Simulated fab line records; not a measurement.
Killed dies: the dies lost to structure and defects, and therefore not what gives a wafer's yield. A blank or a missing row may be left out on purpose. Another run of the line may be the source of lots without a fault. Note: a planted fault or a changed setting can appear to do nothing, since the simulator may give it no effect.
A struck lot beside a sound one | flow sky130 | 35 steps out of a route of 708
Sound: these wafers, L357.3, L357.4, L357.6. Wafers struck: L360.2, L360.3, L360.4. Last of all comes the cause.
Order at every step that has rows: each side's tool, ch and its chambers, its first start. Under that, the readings that differ: sound wafers | struck wafers | difference of the means | sigmas: that difference in standard deviations of wafers without a fault.
alike: same words and numbers on both sides, and readings whose means sit less than 2 such deviations apart. not compared: any withheld reading, any reading some wafer has no value for, any bound like >300 that may hide the same value, and any number with overlapping values for which the record gives no deviation.
The two part at a step that has a row with sigmas, a row that says differs or no value, or rows on one side only. When numbers do not overlap yet have no deviation, they are printed without sigmas and do not part them. A reading missing from all wafers of one side parts the sides only when that side holds two or more wafers.

first, 10 steps without rows for these wafers: SKY_GATE_OXIDE_COAT_05 (resist thk 1140 nm); SKY_GATE_OXIDE_SOFTBAKE_06 (time 60 s); SKY_GATE_OXIDE_EXPOSE_07 (exposes mask LVOM, target cd 600 nm); SKY_GATE_OXIDE_PEB_08; SKY_GATE_OXIDE_DEVELOP_09 (develop time 60 s); SKY_GATE_OXIDE_IMPLANT_11; SKY_GATE_OXIDE_WET_ETCH_12 (etches SiO2 in dHF, target depth 16.8 nm, time 336 s); SKY_GATE_OXIDE_STRIP_13 (strips in O2/N2); SKY_GATE_OXIDE_CLEAN_15 (cleans in SC1/SC2, time 150 s); SKY_GATE_OXIDE_OXIDATION_16 (stabilise 600 s, purge 300 s, target thk 3.57 nm).
SKY_POLY_GATE_CVD_00: deposits poly-Si, target thk 180 nm, time 720 s.
  sound on lpcvd-01 ch 1, day 19 21:42; struck on lpcvd-01 ch 1, day 21 05:49
reading                                      | sound             | struck            | difference | sigmas
model.poly-Si_of_POLY_GATE_CVD_00.thkNm (nm) | 179.3 179.3 180.8 | 120.7 121.4 121.1 | -58.7      | 
  alike: spikeTcBottomC
SKY_POLY_GATE_THK_MEAS_01:
  sound on filmMetro-04 at day 19 22:55; struck on filmMetro-03 at day 21 07:15
reading                   | sound             | struck            | difference | sigmas
POLY_GATE_CVD_00_THK (nm) | 179.3 179.3 180.7 | 120.6 121.4 121.1 | -58.7      | -35
  not compared: hold
then, 8 steps without rows for these wafers: SKY_RES_PROTECT_HMDS_01 (prime time 60 s); SKY_RES_PROTECT_COAT_02 (resist thk 1140 nm); SKY_RES_PROTECT_SOFTBAKE_03 (time 60 s); SKY_RES_PROTECT_EXPOSE_04 (exposes mask RPM, target cd 1270 nm); SKY_RES_PROTECT_PEB_05; SKY_RES_PROTECT_DEVELOP_06 (develop time 60 s); SKY_POLY_GATE_IMPLANT_02; SKY_RES_PROTECT_STRIP_07 (strips in O2/N2).
SKY_RES_PROTECT_CLEAN_09: cleans in SC1/SC2, time 150 s.
  sound on wetBench-02 ch 2, day 21 05:36; struck on wetBench-04 ch 2, day 22 13:16
reading                                      | sound             | struck          | difference | sigmas
model.poly-Si_of_POLY_GATE_CVD_00.thkNm (nm) | 178.6 178.7 180.2 | 120 120.7 120.4 | -59        | 
then, 11 steps without rows for these wafers: SKY_POLY_GATE_CVD_03 (deposits Si3N4 from DCS/NH3, target thk 75 nm, time 1290 s); SKY_POLY_GATE_DEHYDRATE_05 (time 60 s); SKY_POLY_GATE_HMDS_06 (prime time 60 s); SKY_POLY_GATE_COAT_07 (resist thk 110 nm); SKY_POLY_GATE_COAT_08 (resist thk 450 nm); SKY_POLY_GATE_SOFTBAKE_09 (time 90 s); SKY_POLY_GATE_EXPOSE_10 (exposes mask P1M, target cd 150 nm); SKY_POLY_GATE_PEB_11; SKY_POLY_GATE_DEVELOP_12 (develop time 60 s); SKY_POLY_GATE_ETCH_15 (etches BARC in N2/H2, stops on SiO2, time 118.5 s, target depth 110 nm); SKY_POLY_GATE_ETCH_16 (etches Si3N4 in CH3F/O2, stops on poly-Si, time 147.5 s, target depth 75 nm).
SKY_POLY_GATE_ETCH_17: etches poly-Si in HBr/Cl2, stops on SiO2, target depth 180 nm, time 70.5 s.
  sound on rieSi-02 ch 0,2,3, day 22 13:19; struck on rieSi-02 ch 0,1,2, day 23 21:22
reading                             | sound             | struck            | difference | sigmas
oesProductAu (a.u.)                 | 0.987 0.982 0.991 | 0.757 0.754 0.758 | -0.230     | -35
model.POLY_GATE.featureDepthNm (nm) | 178.6 178.7 180.2 | 120 120.7 120.4   | -59        | 
model.etch.depthNm (nm)             | 178.6 178.7 180.2 | 120 120.7 120.4   | -59        | 
  alike: drypumpMotorCurrentA, throttleValvePct
  not compared: rfHoursCounterH
then, 1 step without rows for these wafers: SKY_POLY_GATE_STRIP_18 (strips in O2/N2).
-- the record jumps here: 27 days lie between the struck wafers' starts before and after (it left off in module POLY_GATE and takes up again in module PAD_OPEN, whose first step shown is number 708 of the route) --
SKY_PAD_OPEN_PROBE_99:
  sound on prober-01 at day 49 17:49; struck on prober-01 at day 50 11:46
reading                          | sound             | struck            | difference | sigmas
model.etest.resXhighPo.lineOhmUm | 5752 5768 5799    | 4954 5218 5019    | -709       | 
model.etest.resHighPo.lineOhmUm  | 756.9 736.3 763.8 | 969.5 988.8 968   | +223.1     | 
model.etest.resPoly.lineOhmUm    | 503.9 498.1 514.3 | 700.7 696.9 695.5 | +192.3     | 
model.etest.resXhighPo.rsOhmSq   | 2021 2019 2034    | 1756 1853 1790    | -225       | 
model.etest.tipSonos.rsOhmSq     | 2672 2702 2661    | 2511 2488 2489    | -182       | 
model.etest.resHighPo.rsOhmSq    | 263.3 261.9 262.9 | 343.3 350.9 341   | +82.4      | 
model.etest.liconHighPo.rcOhm    | 361.8 335 343.9   | 311.4 327 324.8   | -25.8      | 
model.etest.resPoly.rsOhmSq      | 48.42 48.06 48.33 | 68.2 69.28 67.89  | +20.2      | 
  alike: killed_at_M0_to_M3, killed_at_M4_up, killedAtContacts, killedAtFrontEnd, killedAtOther, killedDies, killedOpen, killedShort

WHERE THEY PART
At SKY_POLY_GATE_THK_MEAS_01 first; at SKY_POLY_GATE_ETCH_17 last (within this record only). Later steps at which nothing parts them and some readings are alike: SKY_PAD_OPEN_PROBE_99.

WHY: what had been put in by the simulator
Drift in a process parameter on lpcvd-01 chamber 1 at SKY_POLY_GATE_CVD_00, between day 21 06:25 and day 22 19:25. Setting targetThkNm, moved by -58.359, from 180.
